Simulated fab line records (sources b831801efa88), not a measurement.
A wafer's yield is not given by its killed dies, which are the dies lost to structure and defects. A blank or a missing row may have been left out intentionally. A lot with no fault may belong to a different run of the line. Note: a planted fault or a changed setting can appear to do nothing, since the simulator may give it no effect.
Which of the tools did it? | flow gf180mcu | Sampling: 11 lots, 33 wafers, 3 of 602 route steps

## WHAT EACH GAUGE READ, for each wafer
GF_HV_LDD_THK_MEAS_57. Usual: HV_LDD_CVD_56_THK 90.1 nm, standard deviation 0.69.
lot  | measured     | on            | HV_LDD_CVD_56_THK (nm) | flag
L850 | day 12 15:53 | film metro-02 | 90.4 90.1 89.6         |
L852 | day 13 03:11 | film metro-01 | 89.3 89.7 90.8         |
L854 | day 13 20:37 | film metro-02 | 89.0 89.1 89.7         |
L855 | day 14 06:18 | film metro-04 | 89.2 89.4 89.5         |
L860 | day 15 22:45 | film metro-02 | 83.8 83.4 83.4         | OFF
L863 | day 16 18:45 | film metro-01 | 90.3 90.1 90.2         |
L867 | day 18 03:50 | film metro-04 | 89.8 90.3 90.4         |
L868 | day 18 10:02 | film metro-04 | 91.4 90.9 91.3         |
L871 | day 19 12:47 | film metro-01 | 90.0 90.0 90.0         |
L872 | day 19 17:44 | film metro-02 | 89.5 89.6 89.0         |
L873 | day 20 04:11 | film metro-04 | 89.3 89.5 89.8         |

## WHAT TOOL EACH LOT RAN ON (gives the tool, then ch and the chambers of the sampled wafers, and finally the start)
lot  | GF_HV_LDD_STRIP_37                   | GF_HV_LDD_CVD_56
L850 | plasma asher-03 ch 0,1, day 11 17:13 | lpcvd-02 ch 1, day 12 14:26
L852 | plasma asher-01 ch 0,1, day 12 04:13 | lpcvd-01 ch 1, day 13 01:44
L854 | plasma asher-01 ch 0,1, day 12 21:23 | lpcvd-02 ch 1, day 13 19:10
L855 | plasma asher-02 ch 0,1, day 13 06:44 | lpcvd-01 ch 0, day 14 04:52
L860 | plasma asher-02 ch 0,1, day 14 22:14 | lpcvd-01 ch 1, day 15 21:19
L863 | plasma asher-02 ch 0,1, day 15 17:32 | lpcvd-02 ch 0, day 16 17:19
L867 | plasma asher-01 ch 0,1, day 17 01:51 | lpcvd-02 ch 0, day 18 02:23
L868 | plasma asher-03 ch 0,1, day 17 07:56 | lpcvd-02 ch 0, day 18 08:36
L871 | plasma asher-02 ch 1, day 18 09:49   | lpcvd-01 ch 0, day 19 11:21
L872 | plasma asher-01 ch 0,1, day 18 14:05 | lpcvd-02 ch 0, day 19 16:18
L873 | plasma asher-03 ch 0,1, day 19 00:46 | lpcvd-01 ch 0, day 20 02:02
- GF_HV_LDD_STRIP_37: strips in O2/N2.
- GF_HV_LDD_CVD_56: deposits Si3N4 from DCS/NH3, target thk 90 nm, time 1543 s.

## AS READ BY THE TOOLS THEMSELVES (means over the sampled wafers that have a number; for cases with no such wafer, the mark the record gives instead)
GF_HV_LDD_STRIP_37. Usual: drypump motor current A 5.6 A, standard deviation 0.44; heater power w 313 W, standard deviation 26; oes product au 0.716 a.u., standard deviation 0.0041; platen temp c 250.00 C, standard deviation 0.18; strip time to endpoint s 12.63 s, standard deviation 0.039.
lot  | tool            | drypump motor current A (A) | heater power w (W) | oes product au (a.u.) | platen temp c (C) | strip time to endpoint s (s) | flag
L850 | plasma asher-03 | 6.0                         | 301                | 0.717                 | 250.15            | 12.65                        |
L852 | plasma asher-01 | 5.5                         | 341                | 0.716                 | 250.05            | 12.62                        |
L854 | plasma asher-01 | 5.5                         | 350                | 0.715                 | 250.05            | 12.67                        |
L855 | plasma asher-02 | 5.7                         | 300                | 0.716                 | 250.12            | 12.63                        |
L860 | plasma asher-02 | 5.3                         | 298                | 0.716                 | 250.20            | 12.66                        |
L863 | plasma asher-02 | 5.3                         | 294                | 0.716                 | 249.96            | 12.60                        |
L867 | plasma asher-01 | 5.4                         | 326                | 0.717                 | 249.90            | 12.59                        |
L868 | plasma asher-03 | 5.8                         | 296                | 0.718                 | 249.81            | 12.65                        |
L871 | plasma asher-02 | 6.1                         | 303                | 0.714                 | 249.83            | 12.61                        |
L872 | plasma asher-01 | 5.4                         | 329                | 0.717                 | 250.12            | 12.61                        |
L873 | plasma asher-03 | 6.0                         | 298                | 0.717                 | 249.97            | 12.65                        |

GF_HV_LDD_CVD_56. Usual: spike tc bottom C 791.1 C, standard deviation 2.5; zone power centre pct 13.0 %, standard deviation 1.3.
lot  | tool     | spike tc bottom C (C) | zone power centre pct (%) | flag
L850 | lpcvd-02 | 791.6                 | 14.9                      |
L852 | lpcvd-01 | 793.9                 | 11.2                      |
L854 | lpcvd-02 | 790.3                 | 15.0                      |
L855 | lpcvd-01 | 788.3                 | 12.2                      |
L860 | lpcvd-01 | 791.8                 | 11.3                      |
L863 | lpcvd-02 | 794.4                 | 13.2                      |
L867 | lpcvd-02 | 794.4                 | 13.3                      |
L868 | lpcvd-02 | 794.5                 | 13.3                      |
L871 | lpcvd-01 | 788.9                 | 12.3                      |
L872 | lpcvd-02 | 795.0                 | 13.2                      |
L873 | lpcvd-01 | 788.9                 | 12.3                      |

## THE ANSWER, worked out from the rows above alone
Rule: a lot counts as off when the mean over its wafers that have a number is more than 3 standard deviations away from the usual mean. Also off: a lot with no number at a reading for which 4 or more lots have one. Where the step has rows for the other lots, those lots are counted as sound. Order of review: gauges by route order, followed by the tools' own readings, for which a lot's mean as printed above is used. At the first step where some lot is off, the reading lying furthest off is the one used; lots without a number count as furthest.
Off: L860, at GF_HV_LDD_THK_MEAS_57 (HV_LDD_CVD_56_THK).
If a tool, at a process step before that reading, ran all the lots that are off and no sound lot after the first of them, it fits. Gauges at GF_HV_LDD_THK_MEAS_57: tried the same way as those tools. Of those tried, none fits.

## WHAT WAS PUT IN BY THE SIMULATOR
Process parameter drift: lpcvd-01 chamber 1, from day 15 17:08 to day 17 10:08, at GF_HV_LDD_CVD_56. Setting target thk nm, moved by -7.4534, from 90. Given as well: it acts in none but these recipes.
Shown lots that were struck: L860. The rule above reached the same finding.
